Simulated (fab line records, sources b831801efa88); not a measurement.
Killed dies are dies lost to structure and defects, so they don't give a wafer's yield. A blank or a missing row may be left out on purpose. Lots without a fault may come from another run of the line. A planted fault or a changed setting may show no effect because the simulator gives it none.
Which tool did it? | flow gf180mcu | 11 lots, 32 wafers sampled, at 7 steps of a route of 602

WHAT THE GAUGES READ, wafer by wafer
GF_V3_THK_MEAS_01.
lot  | measured     | on            | V3_CVD_00_THK (nm)
L692 | day 21 17:37 | film_metro-02 | 605 603 605
L694 | day 22 17:26 | film_metro-03 | 604 595 601
L695 | day 23 00:29 | film_metro-03 | 609 597 609
L696 | day 23 09:56 | film_metro-03 | 602 599 603
L703 | day 25 20:02 | film_metro-02 | 609 606 603
L704 | day 26 04:40 | film_metro-04 | 606 608
L705 | day 26 13:43 | film_metro-04 | 614 615 603
L707 | day 27 00:10 | film_metro-02 | 591 603 594
L709 | day 27 11:06 | film_metro-03 | 596 594 600
L710 | day 27 21:05 | film_metro-04 | 582 591 597
L714 | day 28 20:58 | film_metro-02 | 591 580 595

GF_V3_RS_MEAS_24: measures by four-point-probe.
lot  | measured     | on            | V3_W_RS (ohm/sq)
L692 | day 22 18:24 | film_metro-04 | 0.3255 0.3294 0.3306
L694 | day 23 17:47 | film_metro-04 | 0.3265 0.3285 0.3266
L695 | day 24 00:57 | film_metro-03 | 0.3231 0.3237 0.3232
L696 | day 24 09:45 | film_metro-04 | 0.3307 0.3256 0.3282
L703 | day 26 18:04 | film_metro-02 | 0.3252 0.3259 0.3260
L704 | day 27 02:59 | film_metro-02 | 0.3283 0.4849 0.3286 0.4836
L705 | day 27 12:36 | film_metro-02 | 0.3246 0.4797 0.3249 0.3237 0.4798 0.3254
L707 | day 27 22:25 | film_metro-02 | 0.4789 0.4713 0.3238 0.4778 0.4726 0.3226
L709 | day 28 08:19 | film_metro-04 | 0.3264 0.3290 0.3240
L710 | day 28 18:14 | film_metro-02 | 0.3278 0.3302 0.3274
L714 | day 29 18:06 | film_metro-03 | 0.3280 0.3284 0.3320

GF_V3_THK_MEAS_25: measures by xrf.
lot  | measured     | on            | V3_W_THK (nm)
L692 | day 22 18:31 | film_metro-04 | 342 338 337
L694 | day 23 17:54 | film_metro-04 | 341 337 340
L695 | day 24 01:04 | film_metro-03 | 337 336 338
L696 | day 24 09:52 | film_metro-04 | 338 342 339
L703 | day 26 18:11 | film_metro-02 | 337 336 333
L704 | day 27 04:58 | film_metro-02 | 335 230 334 230
L705 | day 28 00:11 | film_metro-02 | 335 231 337 336 231 338
L707 | day 28 01:11 | film_metro-02 | 232 235 338 232 235 340
L709 | day 28 08:26 | film_metro-04 | 339 336 341
L710 | day 28 18:21 | film_metro-02 | 335 331 332
L714 | day 29 18:13 | film_metro-03 | 338 337 332

GF_M4_RS_MEAS_05: measures by four-point-probe.
lot  | measured     | on            | M4_ALCU_RS (ohm/sq)
L692 | day 22 19:06 | film_metro-01 | 0.0716 0.0706 0.0705
L694 | day 23 18:29 | film_metro-02 | 0.0696 0.0691 0.0695
L695 | day 24 01:39 | film_metro-02 | 0.0700 0.0697 0.0704
L696 | day 24 10:27 | film_metro-04 | 0.0709 0.0710 0.0719
L703 | day 26 18:46 | film_metro-02 | 0.0693 0.0693 0.0700
L704 | day 27 07:53 | film_metro-04 | 0.0694 0.0691
L705 | day 28 07:14 | film_metro-01 | 0.0701 0.0701 0.0696
L707 | day 28 06:06 | film_metro-01 | 0.0702 0.0693 0.0711
L709 | day 28 09:01 | film_metro-01 | 0.0693 0.0694 0.0702
L710 | day 28 18:56 | film_metro-02 | 0.0715 0.0700 0.0698
L714 | day 29 18:49 | film_metro-04 | 0.0694 0.0698 0.0702

WHICH TOOL RAN EACH LOT (tool, then ch and the chambers of the sampled wafers, then the start)
lot  | GF_V3_STRIP_18                       | GF_V3_CVD_23                  | GF_V3_CMP_26
L692 | plasma_asher-04 ch 0,1, day 22 17:15 | cvd_w-02 ch 0,1, day 22 18:17 | cmp-02 ch 1,3, day 22 18:38
L694 | plasma_asher-02 ch 0,1, day 23 17:02 | cvd_w-01 ch 0,1, day 23 17:40 | cmp-01 ch 0,1,2, day 23 17:58
L695 | plasma_asher-01 ch 0,1, day 24 00:12 | cvd_w-02 ch 0,1, day 24 00:50 | cmp-02 ch 0,3, day 24 01:08
L696 | plasma_asher-04 ch 0,1, day 24 09:00 | cvd_w-02 ch 0,1, day 24 09:38 | cmp-02 ch 1,2,3, day 24 09:59
L703 | plasma_asher-01 ch 0,1, day 26 17:18 | cvd_w-02 ch 0,1, day 26 17:56 | cmp-01 ch 0,1,2, day 26 18:17
L704 | plasma_asher-04 ch 0,1, day 27 02:14 | cvd_w-01 ch 0,1, day 27 02:52 | cmp-01 ch 3, day 27 07:16
L705 | plasma_asher-01 ch 0,1, day 27 11:51 | cvd_w-01 ch 0,1, day 27 12:29 | cmp-02 ch 0,1, day 28 06:43
L707 | plasma_asher-04 ch 0,1, day 27 21:39 | cvd_w-01 ch 0,1, day 27 22:17 | cmp-01 ch 0,1,2, day 28 05:28
L709 | plasma_asher-01 ch 0,1, day 28 07:34 | cvd_w-02 ch 0,1, day 28 08:12 | cmp-02 ch 0,1,3, day 28 08:32
L710 | plasma_asher-01 ch 0,1, day 28 17:27 | cvd_w-02 ch 0,1, day 28 18:07 | cmp-01 ch 0,2,3, day 28 18:25
L714 | plasma_asher-01 ch 0,1, day 29 17:20 | cvd_w-02 ch 0,1, day 29 17:58 | cmp-02 ch 0,1,2, day 29 18:17
- GF_V3_STRIP_18: strips in O2/N2.
- GF_V3_CVD_23: deposits W, target thk 350 nm, time 104.9 s.
- GF_V3_CMP_26: polishes, stops on SiO2, t overpolish 15 s, target thk 0 nm.

WHAT THE TOOLS THEMSELVES READ (means of the sampled wafers that have a number; where no wafer has one, the mark that the record gives instead)
GF_V3_STRIP_18.
lot  | tool            | drypump_motor_current_A (A) | heater_power_w (W) | oes_product_au (a.u.)
L692 | plasma_asher-04 | 6.2                         | 297                | 0.590
L694 | plasma_asher-02 | 5.7                         | 333                | 0.591
L695 | plasma_asher-01 | 5.4                         | 336                | 0.592
L696 | plasma_asher-04 | 5.9                         | 317                | 0.593
L703 | plasma_asher-01 | 5.7                         | 340                | 0.595
L704 | plasma_asher-04 | 6.1                         | 311                | 0.593
L705 | plasma_asher-01 | 5.7                         | 335                | 0.593
L707 | plasma_asher-04 | 6.2                         | 301                | 0.593
L709 | plasma_asher-01 | 5.7                         | 342                | 0.594
L710 | plasma_asher-01 | 5.5                         | 329                | 0.594
L714 | plasma_asher-01 | 5.4                         | 331                | 0.596

GF_V3_CVD_23.
lot  | tool     | heater_power_w (W)
L692 | cvd_w-02 | 918
L694 | cvd_w-01 | 1046
L695 | cvd_w-02 | 928
L696 | cvd_w-02 | 932
L703 | cvd_w-02 | 930
L704 | cvd_w-01 | 1022
L705 | cvd_w-01 | 1022
L707 | cvd_w-01 | 1065
L709 | cvd_w-02 | 925
L710 | cvd_w-02 | 934
L714 | cvd_w-02 | 919

GF_V3_CMP_26.
lot  | tool   | motor_current_A (A) | time_to_endpoint_s (s)
L692 | cmp-02 | 12.2                | 90
L694 | cmp-01 | 10.9                | 85
L695 | cmp-02 | 10.8                | 89
L696 | cmp-02 | 11.3                | 84
L703 | cmp-01 | 10.7                | 85
L704 | cmp-01 | 12.3                | 70
L705 | cmp-02 | 10.5                | 78
L707 | cmp-01 | 10.6                | 65
L709 | cmp-02 | 11.3                | 90
L710 | cmp-01 | 11.5                | 86
L714 | cmp-02 | 11.0                | 79

THE ANSWER, worked out from the rows above alone
Rule: what is usual is taken from the lots themselves. Put in order of their means at a reading, lots are off if they are a third of the lots or fewer, leave a main group of 4 or more, and stand apart from it by a gap of 3 or more times the standard deviation of the main group's means; of several such gaps the widest counts. A main group whose means are all the same, to the digits that the tables above print for the reading, isn't used. A lot without any number at a reading at which 4 lots or more have one is off too. The other lots that the step has rows for count as sound. The gauges are gone through in route order, then the tools' own readings, and for those a lot's mean is taken as printed above. The first step at which some lot is off is used, and at that step the reading that is off furthest; a lot without a number counts as furthest.
Off: L704, L705, L707, at GF_V3_RS_MEAS_24 (V3_W_RS). The main group: mean 0.3272 ohm/sq, standard deviation 0.0018.
A tool fits if, at a process step before that reading, it ran every lot that is off, and no sound lot after the first of them. The gauges at GF_V3_RS_MEAS_24 are tried like those tools. One fits: cvd_w-01 at GF_V3_CVD_23. Its last sound lot is L694 (day 23 17:40), its first lot that is off L704 (day 27 02:52): a fault that began between those two fits.

WHAT THE SIMULATOR HAD PUT IN
Process parameter drift: cvd_w-01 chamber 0, from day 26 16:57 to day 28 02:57, at GF_V3_CVD_23. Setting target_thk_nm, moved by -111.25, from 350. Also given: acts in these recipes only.
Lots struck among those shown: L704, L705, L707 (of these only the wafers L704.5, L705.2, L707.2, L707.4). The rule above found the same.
